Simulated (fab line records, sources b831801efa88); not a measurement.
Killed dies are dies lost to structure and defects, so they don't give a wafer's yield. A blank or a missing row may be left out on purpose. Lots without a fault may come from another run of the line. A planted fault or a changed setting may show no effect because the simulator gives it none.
fab line records | flow sky130 | part 1 of 2: steps 1 to 27 of 37
record lots=5 wafers=15 last_day=46
route steps=708 shown METAL1@455 VIA1@458 METAL2@483
lots that met no fault: from a run of the same line without faults
start_h: hours from the record's first day to the start of the lot's first wafer shown | wait_h: hours since the lot's step before | " the same as in the row above | L1.1+2: a row that stands for several wafers | - no value, or no start given | * or withheld: withheld | < > ~ a bound
route shown NAME@n: a module of which the file shows steps, and the number in the route of the first | usual: mean/standard deviation of fault-free wafers | same: alike in all rows | chamber/n: place in a boat | sites: the reading at each site | _std_site: their standard deviation | _edge_site: outer sites' mean less inner sites' | radius_mm: how far each site lies from the wafer's centre | mask NAME#n: copy n | behind: the tool/chamber that last shaped the wafer | hold: why the lot was held/for how many hours/how that ended | device: the transistor (n, p or np) that didn't switch | end of line: the same wafers' tests at the end of the route | a step without rows: its recipe alone | killed: dies lost to structure and defects at the first sort, not the wafer's yield | map: a wafer's dies, x killed, . not, _ none there
set.NAME: the setting as run; set.NAME@STEP: as run at that earlier step | model.NAME: the simulator's own value behind a step, which no gauge read
lots at some steps of the route; a table a step, a row a wafer
services: from which hour (start_h, from the record's first day; less than 0 if before it) a tool's chamber was out of use, for how many hours, and why
## steps
# step SKY_METAL1_STRIP_21
# recipe chemistry=post_etch_residue_remover time_s=1200 temp_c=72.5
# same time_s=1200
# columns lot.wafer tool chamber start_h wait_h
L079.2+3+6 wet_bench-01 3 741.93 0.1
L081.1+3+5 wet_bench-03 2 755.62 0.1
L082.1+5+6 wet_bench-04 2 764.20 0.1
L086.1+3+6 wet_bench-04 3 781.38 0.1
L087.2+5+6 wet_bench-03 2 789.35 0.1
# step SKY_METAL1_CLEAN_22
# recipe chemistry=IPA time_s=180 temp_c=25
# same time_s=180
# columns lot.wafer tool chamber start_h wait_h
L079.2+3+6 wet_bench-03 2 742.27 0.0
L081.1+3+5 wet_bench-04 2 755.96 0.0
L082.1+5+6 wet_bench-03 1 764.54 0.0
L086.1+3+6 wet_bench-04 3 781.75 0.0
L087.2+5+6 wet_bench-03 2 789.72 0.0
# step SKY_METAL1_CLEAN_23
# recipe chemistry=O3/DIW dry=n2_spin
# columns lot.wafer tool chamber start_h wait_h
L079.2+3+6 wet_bench-04 0 742.33 0.0
L081.1+3+5 wet_bench-03 1 756.02 0.0
L082.1+5+6 wet_bench-03 3 764.60 0.0
L086.1+3+6 wet_bench-04 2 781.81 0.0
L087.2+5+6 wet_bench-03 2 789.78 0.0
# step SKY_VIA1_HDPCVD_00
# recipe material=SiO2 target_thk_nm=1030 sigma_open_frac=0.3 time_s=171.7 temp_c=400 sih4_flow_sccm=60 pressure_mtorr=6
# usual sih4_flow_sccm=60.01/0.18
# same time_s=171.7
# columns lot.wafer tool chamber start_h wait_h sih4_flow_sccm
L079.2 hdpcvd-01 2 742.42 0.0 59.92
L079.3 " 1 " " 60.14
L079.6 " 2 " " 59.97
L081.1 hdpcvd-01 2 756.11 0.0 60.28
L081.3 " 1 " " 60.36
L081.5 " 2 " " 60.12
L082.1 hdpcvd-01 0 764.69 0.0 60.00
L082.5 " 0 " " 60.36
L082.6 " 1 " " 60.02
L086.1 hdpcvd-01 0 781.91 0.0 59.68
L086.3 " 2 " " 60.09
L086.6 " 1 " " 59.85
L087.2 hdpcvd-01 1 789.88 0.0 59.78
L087.5 " 0 " " 60.01
L087.6 " 2 " " 60.09
# step SKY_VIA1_THK_MEAS_01
# recipe reads=SiO2_of_VIA1_HDPCVD_00
# usual VIA1_HDPCVD_THK=1028/9.2
# columns lot.wafer tool chamber start_h wait_h VIA1_HDPCVD_THK[nm]
L079.2 film_metro-02 - 742.54 0.1 1037
L079.3 " - " " 1027
L079.6 " - " " 1041
L081.1 film_metro-01 - 756.22 0.1 1034
L081.3 " - " " 1030
L081.5 " - " " 1028
L082.1 film_metro-01 - 764.80 0.1 1037
L082.5 " - " " 1025
L082.6 " - " " 1024
L086.1 film_metro-01 - 782.02 0.1 1033
L086.3 " - " " 1038
L086.6 " - " " 1027
L087.2 film_metro-01 - 790.01 0.1 1017
L087.5 " - " " 1040
L087.6 " - " " 1039
# step SKY_VIA1_CMP_02
# recipe material=SiO2 down_force_psi=4 platen_rpm=60 pad_velocity_m_s=0.94248
# usual motor_current_A=11.7/0.96
# columns lot.wafer tool chamber start_h wait_h motor_current_A
L079.2 cmp-01 3 742.69 0.1 12.3
L079.3 " 0 " " 10.2
L079.6 " 1 " " 11.7
L081.1 cmp-02 3 756.33 0.1 11.9
L081.3 " 0 " " 11.9
L081.5 " 3 " " 12.5
L082.1 cmp-02 1 764.96 0.1 10.2
L082.6 " 3 " " 11.9
L082.5 " 0 " " 12.0
L086.3 cmp-01 2 782.08 0.0 10.4
L086.1 " 1 " " 12.2
L086.6 " 2 " " 11.6
L087.2 cmp-01 1 790.06 0.0 12.0
L087.5 " 1 " " 12.2
L087.6 " 2 " " 11.4
# step SKY_VIA1_BOW_MEAS_03
# recipe mode=bow
# usual VIA1_BOW=80/7.3
# columns lot.wafer tool chamber start_h wait_h VIA1_BOW[um]
L079.2 film_metro-04 - 742.91 0.2 78
L079.3 " - " " 80
L079.6 " - " " 77
L081.1 film_metro-04 - 756.58 0.2 78
L081.3 " - " " 86
L081.5 " - " " 87
L082.1 film_metro-02 - 765.16 0.1 79
L082.5 " - " " 84
L082.6 " - " " 79
L086.1 film_metro-02 - 782.38 0.1 75
L086.3 " - " " 90
L086.6 " - " " 73
L087.2 film_metro-02 - 790.38 0.3 75
L087.5 " - " " 76
L087.6 " - " " 88
# step SKY_VIA1_DEHYDRATE_04
# recipe temp_c=200 time_s=60
# usual resist_line_temp_C=22.99/0.092
# same time_s=60
# columns lot.wafer tool chamber start_h wait_h resist_line_temp_C
L079.2 litho_track-02 0 756.46 13.5 22.95
L079.3 " 0 " " 23.12
L079.6 " 0 " " 22.99
L081.1 litho_track-02 0 768.49 11.9 22.85
L081.3 " 0 " " 22.88
L081.5 " 0 " " 22.95
L082.1 litho_track-01 0 776.91 11.7 23.06
L082.5 " 0 " " 23.05
L082.6 " 0 " " 22.94
L086.1 litho_track-01 0 795.36 13.0 22.93
L086.3 " 0 " " 22.94
L086.6 " 0 " " 23.03
L087.2 litho_track-03 0 803.46 13.1 22.99
L087.5 " 0 " " 22.92
L087.6 " 0 " " 23.04
# step SKY_VIA1_HMDS_05
# recipe prime_time_s=60 prime_temp_c=120
# usual resist_line_temp_C=22.98/0.1
# columns lot.wafer tool chamber start_h wait_h resist_line_temp_C
L079.2 litho_track-02 0 756.61 0.1 22.81
L079.3 " 0 " " 22.99
L079.6 " 0 " " 23.04
L081.1 litho_track-02 0 768.64 0.1 23.06
L081.3 " 0 " " 23.10
L081.5 " 0 " " 22.94
L082.1 litho_track-01 0 777.06 0.1 22.82
L082.5 " 0 " " 22.90
L082.6 " 0 " " 22.99
L086.1 litho_track-01 0 795.51 0.1 22.95
L086.3 " 0 " " 22.98
L086.6 " 0 " " 23.06
L087.2 litho_track-03 0 803.61 0.1 22.95
L087.5 " 0 " " 23.03
L087.6 " 0 " " 22.97
# step SKY_VIA1_COAT_06
# recipe resist=BARC temp_c=withheld time_s=withheld spin_rpm=3000 resist_thk_nm=60
# usual resist_line_temp_C=*
# columns lot.wafer tool chamber start_h wait_h resist_line_temp_C
L079.2 litho_track-02 0 756.76 0.1 *
L079.3 " 0 " " *
L079.6 " 0 " " *
L081.1 litho_track-02 0 768.79 0.1 *
L081.3 " 0 " " *
L081.5 " 0 " " *
L082.1 litho_track-01 0 777.21 0.1 *
L082.5 " 0 " " *
L082.6 " 0 " " *
L086.1 litho_track-01 0 795.66 0.1 *
L086.3 " 0 " " *
L086.6 " 0 " " *
L087.2 litho_track-03 0 803.76 0.1 *
L087.5 " 0 " " *
L087.6 " 0 " " *
# step SKY_VIA1_COAT_07
# recipe resist=KrF-thick spin_rpm=3000 resist_thk_nm=450
# usual resist_line_temp_C=23.01/0.11
# columns lot.wafer tool chamber start_h wait_h resist_line_temp_C
L079.2 litho_track-02 0 - - 22.95
L079.3 " 0 " " 22.97
L079.6 " 0 " " 22.92
L081.1 litho_track-02 0 - - 23.03
L081.3 " 0 " " 23.09
L081.5 " 0 " " 22.86
L082.1 litho_track-01 0 - - 23.04
L082.5 " 0 " " 22.92
L082.6 " 0 " " 22.91
L086.1 litho_track-01 0 - - 22.94
L086.3 " 0 " " 22.99
L086.6 " 0 " " 22.98
L087.2 litho_track-03 0 - - 22.82
L087.5 " 0 " " 22.84
L087.6 " 0 " " 22.84
# step SKY_VIA1_SOFTBAKE_08
# recipe temp_c=100 time_s=90 resist=KrF-thick
# usual resist_line_temp_C=22.99/0.11
# same time_s=90
# columns lot.wafer tool chamber start_h wait_h resist_line_temp_C
L079.2 litho_track-02 0 - - 23.12
L079.3 " 0 " " 23.08
L079.6 " 0 " " 23.04
L081.1 litho_track-02 0 - - 23.03
L081.3 " 0 " " 22.89
L081.5 " 0 " " 22.78
L082.1 litho_track-01 0 - - 23.01
L082.5 " 0 " " 23.17
L082.6 " 0 " " 23.08
L086.1 litho_track-01 0 - - 22.95
L086.3 " 0 " " 22.92
L086.6 " 0 " " 22.86
L087.2 litho_track-03 0 - - 23.11
L087.5 " 0 " " 22.82
L087.6 " 0 " " 23.08
# step SKY_VIA1_EXPOSE_09
# recipe mask_id=VIM na=0.8 source_shape=annular sigma_inner=0.55 sigma_outer=0.85 target_cd_nm=150 dose_mj=38
# usual focus_offset_nm=0.2/0.49
# columns lot.wafer tool chamber start_h wait_h mask focus_offset_nm
L079.2 krf_scanner-02 0 - - VIM#0 1.4
L079.3 " 0 " " VIM#0 0.8
L079.6 " 0 " " VIM#0 0.6
L081.1 krf_scanner-02 0 - - VIM#0 0.8
L081.3 " 0 " " VIM#0 0.7
L081.5 " 0 " " VIM#0 0.5
L082.1 krf_scanner-02 0 - - VIM#0 -0.4
L082.5 " 0 " " VIM#0 0.3
L082.6 " 0 " " VIM#0 0.7
L086.1 krf_scanner-02 0 - - VIM#0 0.2
L086.3 " 0 " " VIM#0 0.8
L086.6 " 0 " " VIM#0 0.2
L087.2 krf_scanner-01 0 - - VIM#0 0.3
L087.5 " 0 " " VIM#0 -0.1
L087.6 " 0 " " VIM#0 0.8
# step SKY_VIA1_PEB_10
# recipe peb_temp_c=withheld peb_time_s=withheld resist=KrF-thick
# usual resist_line_temp_C=*
# columns lot.wafer tool chamber start_h wait_h resist_line_temp_C
L079.2 litho_track-02 0 - - *
L079.3 " 0 " " *
L079.6 " 0 " " *
L081.1 litho_track-03 0 - - *
L081.3 " 0 " " *
L081.5 " 0 " " *
L082.1 litho_track-01 0 - - *
L082.5 " 0 " " *
L082.6 " 0 " " *
L086.1 litho_track-02 0 - - *
L086.3 " 0 " " *
L086.6 " 0 " " *
L087.2 litho_track-02 0 - - *
L087.5 " 0 " " *
L087.6 " 0 " " *
# step SKY_VIA1_DEVELOP_11
# recipe develop_time_s=60 resist=KrF-thick dev_temp_c=21
# usual resist_line_temp_C=23.02/0.1
# columns lot.wafer tool chamber start_h wait_h resist_line_temp_C
L079.2 litho_track-02 0 - - 23.01
L079.3 " 0 " " 23.12
L079.6 " 0 " " 22.94
L081.1 litho_track-03 0 - - 22.93
L081.3 " 0 " " 23.01
L081.5 " 0 " " 22.95
L082.1 litho_track-01 0 - - 23.04
L082.5 " 0 " " 22.95
L082.6 " 0 " " 23.01
L086.1 litho_track-02 0 - - 23.17
L086.3 " 0 " " 23.12
L086.6 " 0 " " 23.13
L087.2 litho_track-02 0 - - 22.92
L087.5 " 0 " " 22.97
L087.6 " 0 " " 23.04
# step SKY_VIA1_CD_MEAS_12
# recipe target_cd_nm=150
# usual cd_nm=149.8/1.8
# columns lot.wafer tool chamber start_h wait_h cd_nm
L079.2 cd_sem-02 - 769.66 - 147.5
L079.3 " - " " 147.5
L079.6 " - " " 149.8
L081.1 cd_sem-01 - 781.74 - 151.4
L081.3 " - " " 153.8
L081.5 " - " " 152.9
L082.1 cd_sem-01 - 790.06 - 151.5
L082.5 " - " " 150.5
L082.6 " - " " 150.4
L086.1 cd_sem-01 - 809.44 - 148.8
L086.3 " - " " 148.8
L086.6 " - " " 150.6
L087.2 cd_sem-01 - 817.76 - 149.1
L087.5 " - " " 148.5
L087.6 " - " " 149.7
# step SKY_VIA1_OVL_MEAS_13
# usual VIA1_OVL=0/5.6
# columns lot.wafer tool chamber start_h wait_h VIA1_OVL[nm]
L079.2 overlay-01 - 769.76 0.1 -5
L079.3 " - " " -1
L079.6 " - " " 0
L081.1 overlay-02 - 781.86 0.1 -8
L081.3 " - " " 2
L081.5 " - " " -2
L082.1 overlay-02 - 790.18 0.1 7
L082.5 " - " " -3
L082.6 " - " " 8
L086.1 overlay-02 - 809.56 0.1 9
L086.3 " - " " 7
L086.6 " - " " -1
L087.2 overlay-02 - 817.86 0.1 3
L087.5 " - " " 1
L087.6 " - " " -5
# step SKY_VIA1_ETCH_14
# recipe chemistry=N2/H2 target=BARC ion_energy_ev=200 source_w=500 bias_w=100 pressure_mtorr=30 n2_flow_sccm=100 h2_flow_sccm=200 stop_on=SiO2 time_s=45.9 target_depth_a=600
# usual drypump_motor_current_A=5.6/0.62 oes_product_au=0.855/0.0046 throttle_valve_pct=13.225/0.0096
# same time_s=45.9
# columns lot.wafer tool chamber start_h wait_h drypump_motor_current_A oes_product_au rf_hours_counter_h throttle_valve_pct
L079.2 rie_diel-01 2 769.79 0.0 6.5 0.857 0 13.236
L079.3 " 0 " " 5.3 0.853 22 13.232
L079.6 " 0 " " 5.3 0.849 - 13.232
L081.1 rie_diel-03 1 781.89 0.0 5.4 0.857 7 13.229
L081.3 " 3 " " 6.1 0.863 8 13.211
L081.5 " 3 " " 6.0 0.863 - 13.217
L082.1 rie_diel-04 0 790.22 0.0 6.4 0.854 5 13.208
L082.5 " 2 " " 5.2 0.854 - 13.221
L082.6 " 3 " " 5.8 0.852 - 13.218
L086.1 rie_diel-04 1 809.59 0.0 6.4 0.853 19 13.219
L086.3 " 3 " " 5.8 0.861 14 13.231
L086.6 " 0 " " 6.4 0.854 - 13.227
L087.2 rie_diel-01 3 817.89 0.0 4.6 0.856 14 13.229
L087.5 " 1 " " 6.2 0.851 - 13.235
L087.6 " 0 " " 5.3 0.857 - 13.220
# step SKY_VIA1_ETCH_15
# recipe target=SiO2 chemistry=C4F8/O2/Ar target_depth_nm=351 stop_on=TiN mask_material=KrF-thick source_w=1500 bias_w=1200 pressure_mtorr=40 c4f8_flow_sccm=withheld O2_flow_sccm=6 Ar_flow_sccm=300 time_s=54
# usual oes_product_au=0.981/0.0052
# same time_s=54
# columns lot.wafer tool chamber start_h wait_h oes_product_au rf_hours_counter_h
L079.2 rie_diel-01 2 769.83 0.0 0.980 0
L079.3 " 0 " " 0.974 22
L079.6 " 0 " " 0.983 -
L081.1 rie_diel-03 1 781.94 0.0 0.980 7
L081.3 " 3 " " 0.977 8
L081.5 " 3 " " 0.980 -
L082.1 rie_diel-04 0 790.26 0.0 0.984 5
L082.5 " 2 " " 0.981 -
L082.6 " 3 " " 0.980 -
L086.1 rie_diel-04 1 809.63 0.0 0.981 19
L086.3 " 3 " " 0.987 14
L086.6 " 0 " " 0.988 -
L087.2 rie_diel-01 3 817.93 0.0 0.986 14
L087.5 " 1 " " 0.974 -
L087.6 " 0 " " 0.978 -
# step SKY_VIA1_STRIP_16
# recipe chemistry=O2/N2 power_w=1400 pressure_mtorr=1500 platen_temp_c=withheld o2_flow_sccm=3000 n2_flow_sccm=300 overash_fraction=0.5
# usual drypump_motor_current_A=5.8/0.33 oes_product_au=0.416/0.0045 strip_time_to_endpoint_s=4.471/0.025
# columns lot.wafer tool chamber start_h wait_h drypump_motor_current_A oes_product_au rf_hours_counter_h strip_time_to_endpoint_s
L079.2 plasma_asher-03 0 769.88 0.0 5.8 0.407 94 4.459
L079.3 " 1 " " 6.2 0.413 - 4.484
L079.6 " 0 " " 5.8 0.419 - 4.509
L081.1 plasma_asher-01 1 781.98 0.0 6.0 0.420 59 4.493
L081.3 " 0 " " 5.2 0.415 - 4.478
L081.5 " 1 " " 6.1 0.419 - 4.446
L082.1 plasma_asher-01 1 790.31 0.0 6.1 0.417 60 4.465
L082.5 " 0 " " 5.2 0.415 - 4.491
L082.6 " 1 " " 6.1 0.418 - 4.483
L086.1 plasma_asher-02 0 809.68 0.0 6.0 0.415 37 4.512
L086.3 " 0 " " 6.0 0.416 - 4.506
L086.6 " 1 " " 6.0 0.412 - 4.458
L087.2 plasma_asher-01 1 817.98 0.0 6.1 0.415 63 4.447
L087.5 " 0 " " 5.2 0.411 - 4.466
L087.6 " 1 " " 6.1 0.414 - 4.465
# step SKY_VIA1_STRIP_17
# recipe chemistry=post_etch_residue_remover time_s=1200 temp_c=72.5
# same time_s=1200
# columns lot.wafer tool chamber start_h wait_h
L079.2+3+6 wet_bench-03 0 769.98 0.1
L081.1+3+5 wet_bench-04 1 782.08 0.1
L082.1+5+6 wet_bench-02 1 790.41 0.1
L086.1+3+6 wet_bench-02 3 809.78 0.1
L087.2+5+6 wet_bench-03 3 818.08 0.1
# step SKY_VIA1_CLEAN_18
# recipe chemistry=IPA time_s=180 temp_c=25
# same time_s=180
# columns lot.wafer tool chamber start_h wait_h
L079.2+3+6 wet_bench-04 2 770.32 0.0
L081.1+3+5 wet_bench-02 1 782.45 0.0
L082.1+5+6 wet_bench-04 2 790.75 0.0
L086.1+3+6 wet_bench-04 3 810.12 0.0
L087.2+5+6 wet_bench-03 1 818.45 0.0
# step SKY_VIA1_CLEAN_19
# recipe chemistry=O3/DIW dry=n2_spin
# columns lot.wafer tool chamber start_h wait_h
L079.2+3+6 wet_bench-03 0 770.38 0.0
L081.1+3+5 wet_bench-04 2 782.51 0.0
L082.1+5+6 wet_bench-02 0 790.81 0.0
L086.1+3+6 wet_bench-03 2 810.18 0.0
L087.2+5+6 wet_bench-04 0 818.52 0.0
# step SKY_VIA1_SPUTTER_20
# recipe material=TiN target_thk_nm=20 chamber_pressure_pa=5 power_w=4000 time_s=80
# usual throttle_valve_pct=29.5/1.3
# same time_s=80
# columns lot.wafer tool chamber start_h wait_h throttle_valve_pct
L079.2 pvd_sputter-04 - 770.47 0.0 28.1
L079.3 " - " " 31.9
L079.6 " - " " 32.0
L081.1 pvd_sputter-01 - 782.61 0.0 31.4
L081.3 " - " " 30.7
L081.5 " - " " 28.3
L082.1 pvd_sputter-01 - 790.90 0.0 29.1
L082.5 " - " " 31.3
L082.6 " - " " 29.1
L086.1 pvd_sputter-03 - 810.27 0.0 30.1
L086.3 " - " " 28.1
L086.6 " - " " 28.6
L087.2 pvd_sputter-01 - 818.61 0.0 30.7
L087.5 " - " " 28.9
L087.6 " - " " 31.6
# step SKY_VIA1_CVD_21
# recipe material=W target_thk_nm=270 time_s=80.902 temp_c=400 pressure_torr=40
# usual heater_power_w=826/49
# same time_s=80.902
# columns lot.wafer tool chamber start_h wait_h heater_power_w
L079.2 cvd_w-01 1 770.53 0.0 865
L079.3 " 1 " " 879
L079.6 " 1 " " 871
L081.1 cvd_w-01 1 782.67 0.0 854
L081.3 " 1 " " 876
L081.5 " 0 " " 788
L082.1 cvd_w-01 1 790.96 0.0 868
L082.5 " 0 " " 786
L082.6 " 1 " " 855
L086.1 cvd_w-01 1 810.33 0.0 903
L086.3 " 0 " " 804
L086.6 " 1 " " 880
L087.2 cvd_w-01 1 818.67 0.0 836
L087.5 " 0 " " 790
L087.6 " 1 " " 858
# step SKY_VIA1_RS_MEAS_22
# recipe thk_meas_gauge=four-point-probe reads=W_of_VIA1_CVD_21+TiN_of_VIA1_SPUTTER_20
# usual VIA1_W_RS=0.425/0.005
# columns lot.wafer tool chamber start_h wait_h VIA1_W_RS[ohm/sq]
L079.2 film_metro-01 - 770.65 0.1 0.428
L079.3 " - " " 0.419
L079.6 " - " " 0.425
L081.1 film_metro-04 - 782.77 0.1 0.427
L081.3 " - " " 0.427
L081.5 " - " " 0.416
L082.1 film_metro-04 - 791.05 0.1 0.428
L082.5 " - " " 0.417
L082.6 " - " " 0.429
L086.1 film_metro-02 - 810.43 0.1 0.435
L086.3 " - " " 0.423
L086.6 " - " " 0.435
L087.2 film_metro-04 - 818.78 0.1 0.427
L087.5 " - " " 0.423
L087.6 " - " " 0.430
# step SKY_VIA1_THK_MEAS_23
# recipe thk_meas_gauge=xrf reads=W_of_VIA1_CVD_21
# usual VIA1_W_THK=264/3.4
# columns lot.wafer tool chamber start_h wait_h VIA1_W_THK[nm]
L079.2 film_metro-01 - 770.76 0.1 265
L079.3 " - " " 269
L079.6 " - " " 268
L081.1 film_metro-04 - 782.89 0.1 265
L081.3 " - " " 265
L081.5 " - " " 271
L082.1 film_metro-04 - 791.17 0.1 263
L082.5 " - " " 270
L082.6 " - " " 264
L086.1 film_metro-02 - 810.55 0.1 257
L086.3 " - " " 263
L086.6 " - " " 256
L087.2 film_metro-04 - 818.89 0.1 262
L087.5 " - " " 265
L087.6 " - " " 261
